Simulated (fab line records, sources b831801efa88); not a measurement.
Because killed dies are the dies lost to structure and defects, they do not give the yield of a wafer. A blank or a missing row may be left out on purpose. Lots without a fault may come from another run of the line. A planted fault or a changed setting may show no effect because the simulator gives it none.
fab line records	flow sfqLine
record lots=15	wafers=45	lastDay=87
route steps=325 shown I0@44 M5@207 I7@306
lots that met no fault: taken from a fault-free run of the same line
startH: start of the lot's first displayed wafer, in hours after the record's first day	waitH: hours since the lot's step before	" the same as in the row above	L1.1+2: a single row standing in for several wafers	- no value present, or no start provided	* or withheld: withheld	< > ~ a bound
route shown NAME@n: NAME is a module with steps in the file, n the number in the route of the first one	usual: the fault-free wafers' mean and standard deviation	same: alike in all rows	chamber/n: place in a boat	sites: the reading at each site	_std_site: their standard deviation	_edge_site: inner sites' mean taken away from outer sites' mean	radiusMm: for every site, how far away it sits from the centre of the wafer	mask NAME#n: copy n	behind: the last tool/chamber to shape the wafer	hold: why the lot was held/for how many hours/how that ended	device: the transistor (n, p or np) that didn't switch	end of line: tests of these same wafers at the route's end	for a step that has no rows: nothing shown but its recipe	killed: not the wafer's yield, but the dies lost to structure and defects at the first sort	map: the dies of a wafer, with x for killed, . for not killed, _ for no die there
set.NAME: the setting that was run; set.NAME@STEP: the one run at that earlier step	model.NAME: the simulator's own value behind a step, which no gauge read
the route's steps for a sample of lots (tables are steps, rows are wafers)
services: from which hour (startH, from the record's first day; less than 0 if before it) a tool's chamber was out of use, for how many hours, and why
## steps
# step SFQ_TRILAYER_I0_CMP_CMP_028
# recipe material=SiO2	downForcePsi=3	platenRpm=60	padVelocityMS=0.94248
# usual edgeZonePressureFrac=1.000/0.0047	headPressurePsi=3.000/0.0068	motorCurrentA=10.2/1.1	timeToEndpointS=214/7.3
lot.wafer	tool	chamber	startH	waitH	edgeZonePressureFrac	headPressurePsi	motorCurrentA	timeToEndpointS
L695.3	cmp-01	1	284.80	1.8	0.999	3.003	11.8	217
L695.4	"	3	285.80	2.7	1.000	3.001	11.3	209
L695.5	"	1	286.80	3.7	1.001	3.009	11.1	216
L696.4	cmp-02	3	296.66	1.0	0.999	3.001	8.7	221
L696.2	"	0	"	"	1.001	3.003	9.6	210
L696.5	"	1	"	"	1.002	3.003	8.7	228
L698.3	cmp-01	0	311.57	3.8	0.998	3.012	9.3	215
L698.6	"	2	312.57	4.8	0.998	3.000	11.1	220
L698.5	"	3	"	"	1.002	3.002	11.0	227
L699.4	cmp-01	1	320.07	2.9	1.008	3.005	11.9	223
L699.2	"	2	"	"	0.997	2.991	11.5	217
L699.6	"	1	322.07	4.9	0.997	2.984	11.3	230
L702.1	cmp-01	2	337.26	0.5	0.997	3.002	11.4	210
L702.3	"	3	"	"	0.996	3.005	11.0	205
L702.5	"	2	339.26	2.5	1.000	2.999	11.9	222
L703.3	cmp-02	3	341.14	0.0	1.004	3.003	7.9	213
L703.2	"	0	"	"	1.007	2.989	10.2	209
L703.5	"	0	343.64	2.5	1.004	2.998	10.1	220
L705.3	cmp-02	3	352.36	0.0	0.986	2.998	8.3	199
L705.1	"	2	353.86	1.5	1.003	2.992	10.7	200
L705.6	"	3	"	"	0.991	2.996	8.6	200
L710.3	cmp-02	3	421.41	1.8	0.999	3.008	8.2	211
L710.2	"	0	"	"	1.008	3.005	10.7	202
L710.6	"	2	422.91	3.3	1.003	3.001	10.7	220
L711.2	cmp-01	3	428.97	0.5	1.003	3.002	11.2	221
L711.4	"	0	"	"	1.002	3.012	9.2	219
L711.6	"	2	430.47	2.0	1.004	3.010	11.4	221
L712.2	cmp-01	1	436.88	0.0	0.992	2.993	12.6	212
L712.1	"	3	437.88	1.0	1.006	3.001	10.9	208
L712.5	"	2	439.38	2.5	1.002	3.002	11.2	221
L713.2	cmp-01	1	454.56	0.5	-	-	-	-
L713.3	"	2	"	"	-	-	-	-
L713.1	"	3	"	"	-	-	-	-
L714.3	cmp-02	0	456.96	0.5	-	-	-	-
L714.2	"	2	457.96	1.5	-	-	-	-
L714.6	"	0	458.96	2.5	-	-	-	-
L715.2	cmp-02	1	463.66	0.0	-	-	-	-
L715.3	"	3	464.66	1.0	-	-	-	-
L715.1	"	0	"	"	-	-	-	-
L716.2	cmp-02	0	474.76	1.5	0.996	3.000	9.8	210
L716.5	"	1	"	"	0.994	2.994	9.2	214
L716.6	"	2	"	"	0.995	2.998	10.2	220
L717.3	cmp-02	0	480.46	0.0	1.001	3.003	10.4	213
L717.6	"	0	482.46	2.0	1.001	2.992	10.3	213
L717.5	"	1	"	"	1.004	3.004	9.9	228
# step SFQ_TRILAYER_I0_METRO_MEASURE_029
# usual thkNm=199.9/1.1
lot.wafer	tool	chamber	startH	waitH	thkNm
L695.3	filmMetro-01	-	288.32	0.5	200.0
L695.4	"	-	"	"	199.8
L695.5	"	-	"	"	199.2
L696.2	filmMetro-02	-	298.98	0.3	200.5
L696.4	"	-	"	"	200.0
L696.5	"	-	"	"	200.0
L698.3	filmMetro-01	-	314.09	0.5	201.4
L698.5	"	-	"	"	201.7
L698.6	"	-	"	"	200.6
L699.2	filmMetro-02	-	322.89	0.3	200.8
L699.4	"	-	"	"	200.9
L699.6	"	-	"	"	201.4
L702.1	filmMetro-02	-	339.88	0.1	199.3
L702.3	"	-	"	"	200.0
L702.5	"	-	"	"	200.1
L703.2	filmMetro-02	-	344.46	0.3	200.0
L703.3	"	-	"	"	197.6
L703.5	"	-	"	"	200.3
L705.1	filmMetro-02	-	355.48	0.1	199.2
L705.3	"	-	"	"	198.8
L705.6	"	-	"	"	198.5
L710.2	filmMetro-03	-	424.23	0.3	196.9
L710.3	"	-	"	"	198.1
L710.6	"	-	"	"	198.0
L711.2	filmMetro-03	-	431.79	0.3	201.9
L711.4	"	-	"	"	201.4
L711.6	"	-	"	"	202.1
L712.1	filmMetro-03	-	440.00	0.1	201.1
L712.2	"	-	"	"	200.6
L712.5	"	-	"	"	200.7
L713.1	filmMetro-01	-	457.18	0.1	502.4
L713.2	"	-	"	"	503.2
L713.3	"	-	"	"	507.5
L714.2	filmMetro-02	-	459.78	0.3	497.3
L714.3	"	-	"	"	496.6
L714.6	"	-	"	"	499.5
L715.1	filmMetro-02	-	466.78	0.1	488.7
L715.2	"	-	"	"	499.2
L715.3	"	-	"	"	492.6
L716.2	filmMetro-03	-	476.58	0.3	199.7
L716.5	"	-	"	"	201.4
L716.6	"	-	"	"	201.5
L717.3	filmMetro-01	-	483.98	0.5	198.5
L717.5	"	-	"	"	199.5
L717.6	"	-	"	"	198.3
# step SFQ_TRILAYER_I0_VIA_ETCH_VIA_ETCH_034
# recipe target=SiO2	stopOn=Nb	maskMaterial=PR	taperDeg=20	chemistry=CHF3	targetDepthNm=260	sourceW=500	biasW=80	pressureMtorr=30	timeS=withheld
# usual drypumpMotorCurrentA=5.7/0.45	oesProductAu=0.854/0.0049
lot.wafer	tool	chamber	startH	waitH	drypumpMotorCurrentA	oesProductAu
L695.3	rieDiel-01	0	425.07	0.0	5.6	0.858
L695.4	"	3	"	"	5.4	0.852
L695.5	"	1	"	"	5.2	0.861
L696.2	rieDiel-01	2	434.67	0.0	6.3	0.862
L696.4	"	1	"	"	5.2	0.858
L696.5	"	1	"	"	5.2	0.849
L698.3	rieDiel-02	0	457.86	0.0	5.4	0.858
L698.5	"	1	"	"	5.9	0.855
L698.6	"	2	"	"	6.5	0.856
L699.2	rieDiel-01	2	467.46	0.0	6.4	0.862
L699.4	"	1	"	"	5.2	0.862
L699.6	"	3	"	"	5.4	0.860
L702.1	rieDiel-02	1	489.16	0.0	5.9	0.852
L702.3	"	0	"	"	5.5	0.853
L702.5	"	3	"	"	5.1	0.854
L703.2	rieDiel-01	2	493.96	0.0	6.4	0.858
L703.3	"	3	"	"	5.4	0.846
L703.5	"	3	"	"	5.4	0.858
L705.1	rieDiel-01	3	508.36	0.0	5.4	0.854
L705.3	"	1	"	"	5.2	0.861
L705.6	"	0	"	"	5.6	0.850
L710.2	rieDiel-01	3	590.51	0.0	5.4	0.842
L710.3	"	2	"	"	6.4	0.846
L710.6	"	1	"	"	5.2	0.846
L711.2	rieDiel-02	1	593.13	0.0	5.8	0.853
L711.4	"	3	"	"	5.1	0.862
L711.6	"	1	"	"	5.8	0.859
L712.1	rieDiel-01	1	602.73	0.0	5.2	0.861
L712.2	"	2	"	"	6.4	0.856
L712.5	"	0	"	"	5.6	0.859
L713.1	rieDiel-01	1	613.53	0.0	5.2	1.618
L713.2	"	0	"	"	5.6	1.619
L713.3	"	2	"	"	6.4	1.626
L714.2	rieDiel-04	1	615.93	0.0	6.2	1.616
L714.3	"	2	"	"	6.3	1.645
L714.6	"	1	"	"	6.1	1.615
L715.1	rieDiel-01	2	621.93	0.0	6.4	1.619
L715.2	"	3	"	"	5.4	1.591
L715.3	"	0	"	"	5.6	1.631
L716.2	rieDiel-02	3	629.13	0.0	5.1	0.854
L716.5	"	2	"	"	6.5	0.859
L716.6	"	3	"	"	5.1	0.856
L717.3	rieDiel-02	0	633.93	0.0	5.4	0.851
L717.5	"	3	"	"	5.1	0.851
L717.6	"	0	"	"	5.4	0.853
# step SFQ_TRILAYER_M5_STRIP_STRIP_127
# recipe gas=O2	powerW=200	platenTempC=40	overashFraction=0.65	chemistry=O2	pressureMtorr=50
# usual drypumpMotorCurrentA=5.77/0.26	oesProductAu=0.999/0.0091	platenTempC=40.00/0.12
lot.wafer	tool	chamber	startH	waitH	drypumpMotorCurrentA	oesProductAu	platenTempC	rfHoursCounterH
L695.3	rieMetal-03	0	1181.64	0.3	5.56	1.002	39.90	-
L695.4	"	1	"	"	6.09	1.004	39.82	-
L695.5	"	0	"	"	5.53	1.018	39.98	-
L696.2	rieMetal-04	1	1183.84	0.1	5.37	1.001	40.04	107
L696.4	"	0	"	"	5.87	0.993	39.95	-
L696.5	"	0	"	"	5.87	0.991	39.97	-
L698.3	rieMetal-04	1	1190.04	0.3	5.34	1.003	40.09	-
L698.5	"	1	"	"	5.37	1.000	39.90	-
L698.6	"	0	"	"	5.89	0.993	40.07	-
L699.2	rieMetal-04	1	1199.44	0.1	5.35	0.997	39.98	110
L699.4	"	1	"	"	5.35	0.995	39.90	-
L699.6	"	0	"	"	5.85	0.990	39.86	-
L702.1	rieMetal-04	0	1489.02	0.3	5.87	0.997	40.02	34
L702.3	"	0	"	"	5.90	0.994	40.11	-
L702.5	"	0	"	"	5.85	0.994	40.19	-
L703.2	rieMetal-01	1	1491.62	0.5	5.98	1.010	39.98	-
L703.3	"	1	"	"	5.97	0.994	39.98	-
L703.5	"	1	"	"	5.97	1.001	39.88	-
L705.1	rieMetal-01	1	1499.82	0.3	5.94	1.002	40.00	106
L705.3	"	1	"	"	5.94	1.001	40.07	-
L705.6	"	1	"	"	5.94	0.995	39.96	-
L710.2	rieMetal-04	0	1514.09	0.1	5.89	1.001	39.92	39
L710.3	"	0	"	"	5.87	1.002	39.86	-
L710.6	"	0	"	"	5.89	0.998	39.99	-
L711.2	rieMetal-03	1	1515.29	0.1	6.11	1.000	40.05	27
L711.4	"	1	"	"	6.13	0.993	40.03	-
L711.6	"	0	"	"	5.57	1.001	39.72	-
L712.1	rieMetal-04	0	1516.49	0.1	5.90	0.994	39.96	40
L712.2	"	1	"	"	5.37	1.013	40.05	2
L712.5	"	1	"	"	5.36	1.011	40.06	-
L713.1	rieMetal-01	0	1550.29	0.1	5.67	0.979	40.14	6
L713.2	"	1	"	"	5.99	0.994	39.83	113
L713.3	"	0	"	"	5.67	0.995	40.21	-
L714.2	rieMetal-03	0	1553.89	0.1	5.58	1.005	40.18	59
L714.3	"	1	"	"	6.11	1.006	40.03	-
L714.6	"	1	"	"	6.13	0.991	39.96	-
L715.1	rieMetal-01	0	1559.89	0.1	5.67	0.990	39.93	7
L715.2	"	1	"	"	5.96	0.987	39.86	114
L715.3	"	0	"	"	5.67	0.984	39.90	-
L716.2	rieMetal-01	1	1584.64	0.1	5.96	1.001	39.94	117
L716.5	"	0	"	"	5.64	0.977	40.04	-
L716.6	"	1	"	"	5.98	0.993	39.88	-
L717.3	rieMetal-01	0	1825.82	0.3	5.65	0.979	39.75	-
L717.5	"	1	"	"	5.97	1.012	39.91	-
L717.6	"	0	"	"	5.66	0.987	39.84	-
# step SFQ_I7_OVL_MEAS_947
# usual I7_OVL=-2/4.5
lot.wafer	tool	chamber	startH	waitH	I7_OVL[nm]
L695.3	overlay-02	-	1712.32	0.1	-2
L695.4	"	-	"	"	-4
L695.5	"	-	"	"	-2
L696.2	overlay-02	-	1713.51	0.1	-7
L696.4	"	-	"	"	-1
L696.5	"	-	"	"	-2
L698.3	overlay-02	-	1721.79	0.1	-3
L698.5	"	-	"	"	2
L698.6	"	-	"	"	-5
L699.2	overlay-02	-	1724.18	0.1	1
L699.4	"	-	"	"	5
L699.6	"	-	"	"	1
L702.1	overlay-01	-	1893.42	0.1	5
L702.3	"	-	"	"	-1
L702.5	"	-	"	"	-3
L703.2	overlay-01	-	1894.63	0.1	-7
L703.3	"	-	"	"	-9
L703.5	"	-	"	"	-11
L705.1	overlay-01	-	1897.23	0.1	3
L705.3	"	-	"	"	1
L705.6	"	-	"	"	-2
L710.2	overlay-02	-	1910.44	0.1	-3
L710.3	"	-	"	"	1
L710.6	"	-	"	"	-4
L711.2	overlay-01	-	1919.44	0.1	-3
L711.4	"	-	"	"	2
L711.6	"	-	"	"	-2
L712.1	overlay-02	-	1930.31	0.1	-5
L712.2	"	-	"	"	-4
L712.5	"	-	"	"	-4
L713.1	overlay-01	-	1949.24	0.1	-6
L713.2	"	-	"	"	-3
L713.3	"	-	"	"	-7
L714.2	overlay-01	-	1952.25	0.1	10
L714.3	"	-	"	"	2
L714.6	"	-	"	"	2
L715.1	overlay-02	-	1960.80	0.1	6
L715.2	"	-	"	"	7
L715.3	"	-	"	"	3
L716.2	overlay-01	-	1967.25	0.1	2
L716.5	"	-	"	"	1
L716.6	"	-	"	"	-5
L717.3	overlay-01	-	2092.21	0.1	7
L717.5	"	-	"	"	7
L717.6	"	-	"	"	1
# step SFQ_TRILAYER_I7_VIA_BARC_OPEN_VIA_ETCH_260
# recipe maskMaterial=PR	chemistry=O2	targetDepthNm=125	target=BARC	sourceW=500	biasW=80	pressureMtorr=30	timeS=41.7
# usual drypumpMotorCurrentA=5.8/0.42	oesProductAu=0.685/0.0046
lot.wafer	tool	chamber	startH	waitH	drypumpMotorCurrentA	oesProductAu	rfHoursCounterH
L695.3	rieDiel-02	2	1712.34	0.0	6.5	0.685	17
L695.4	"	3	"	"	5.1	0.680	10
L695.5	"	0	"	"	5.4	0.687	-
L696.2	rieDiel-01	2	1713.54	0.0	6.4	0.689	2
L696.4	"	1	"	"	5.2	0.684	6
L696.5	"	2	"	"	6.4	0.694	-
L698.3	rieDiel-02	1	1721.81	0.0	5.8	0.690	20
L698.5	"	1	"	"	5.8	0.686	-
L698.6	"	2	"	"	6.5	0.684	-
L699.2	rieDiel-02	1	1724.21	0.0	5.9	0.687	21
L699.4	"	0	"	"	5.4	0.675	-
L699.6	"	1	"	"	5.9	0.677	-
L702.1	rieDiel-04	1	1893.46	0.0	6.2	0.685	19
L702.3	"	3	"	"	5.8	0.687	18
L702.5	"	3	"	"	5.8	0.683	-
L703.2	rieDiel-01	1	1894.66	0.0	5.2	0.687	9
L703.3	"	0	"	"	5.6	0.681	0
L703.5	"	2	"	"	6.4	0.685	-
L705.1	rieDiel-04	1	1897.27	0.0	6.1	0.686	19
L705.3	"	3	"	"	5.8	0.674	18
L705.6	"	2	"	"	6.2	0.679	-
L710.2	rieDiel-04	0	1910.47	0.0	5.9	0.682	7
L710.3	"	1	"	"	6.2	0.690	19
L710.6	"	1	"	"	6.2	0.682	-
L711.2	rieDiel-01	3	1919.47	0.0	5.4	0.688	4
L711.4	"	0	"	"	5.6	0.689	0
L711.6	"	3	"	"	5.4	0.683	-
L712.1	rieDiel-02	0	1930.34	0.0	5.4	0.685	16
L712.2	"	3	"	"	5.1	0.686	13
L712.5	"	0	"	"	5.4	0.684	-
L713.1	rieDiel-01	3	1949.28	0.0	5.4	0.692	4
L713.2	"	1	"	"	5.2	0.701	9
L713.3	"	2	"	"	6.3	0.684	6
L714.2	rieDiel-04	2	1952.28	0.0	6.2	0.681	2
L714.3	"	0	"	"	5.8	0.690	7
L714.6	"	3	"	"	5.8	0.686	-
L715.1	rieDiel-04	1	1960.83	0.0	6.2	0.678	19
L715.2	"	0	"	"	5.8	0.690	7
L715.3	"	2	"	"	6.2	0.682	2
L716.2	rieDiel-02	1	1967.28	0.0	5.8	0.688	2
L716.5	"	0	"	"	5.4	0.687	-
L716.6	"	1	"	"	5.8	0.681	-
L717.3	rieDiel-01	0	2092.23	0.0	5.6	0.685	3
L717.5	"	3	"	"	5.4	0.678	-
L717.6	"	0	"	"	5.6	0.680	-
## services
tool	chamber	startH	hours	kind
rieDiel-01	2	296.12	19.4	repair
rieDiel-01	1	594.76	1.5	repair
rieDiel-01	2	639.72	1.3	repair
rieDiel-01	-	699.20	0.7	repair
rieDiel-01	0	734.95	7.2	repair
rieDiel-01	-	753.83	0.3	repair
rieDiel-01	2	810.09	6.8	repair
rieDiel-01	1	873.81	7.0	repair
rieDiel-01	3	998.70	2.5	repair
rieDiel-01	1	1018.26	1.7	repair
rieDiel-01	2	1020.11	1.8	repair
rieDiel-01	-	1041.32	2.8	pm
rieDiel-01	-	1150.45	11.4	repair
rieDiel-01	1	1326.05	12.9	repair
rieDiel-01	1	1423.97	46.0	repair
rieDiel-01	0	1428.18	3.5	repair
rieDiel-01	2	1447.44	5.3	repair
rieDiel-01	-	1504.94	3.5	repair
rieDiel-01	3	1505.13	2.6	repair
rieDiel-01	-	1514.22	0.1	repair
rieDiel-01	-	1689.14	14.6	pm
rieDiel-01	0	1745.38	4.0	repair
rieDiel-01	-	1770.61	2.3	repair
rieDiel-01	2	1805.10	5.9	repair
## key
firstSign step=SFQ_TRILAYER_I0_CMP_CMP_028	reading=toolRecord	direction=missing
effect step=SFQ_TRILAYER_I0_METRO_MEASURE_029	reading=thkNm	direction=up	sigmas=99+	usual=199.9	struck=498.5
effect step=SFQ_TRILAYER_I0_VIA_ETCH_VIA_ETCH_034	reading=oesProductAu	direction=up	sigmas=99+	usual=0.854	struck=1.620
metAt SFQ_TRILAYER_I0_CMP_CMP_028
struckLots L713,L714,L715
notActingAt SFQ_TRILAYER_M5_STRIP_STRIP_127,SFQ_I7_OVL_MEAS_947,SFQ_TRILAYER_I7_VIA_BARC_OPEN_VIA_ETCH_260
onsetBetween 436.88 454.56
fault kind=skippedStepWhole	tool=cmp-01,cmp-02	chamber=-	onsetH=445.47	steps=SFQ_TRILAYER_I0_CMP_CMP_028	scope=struckLotsOnly
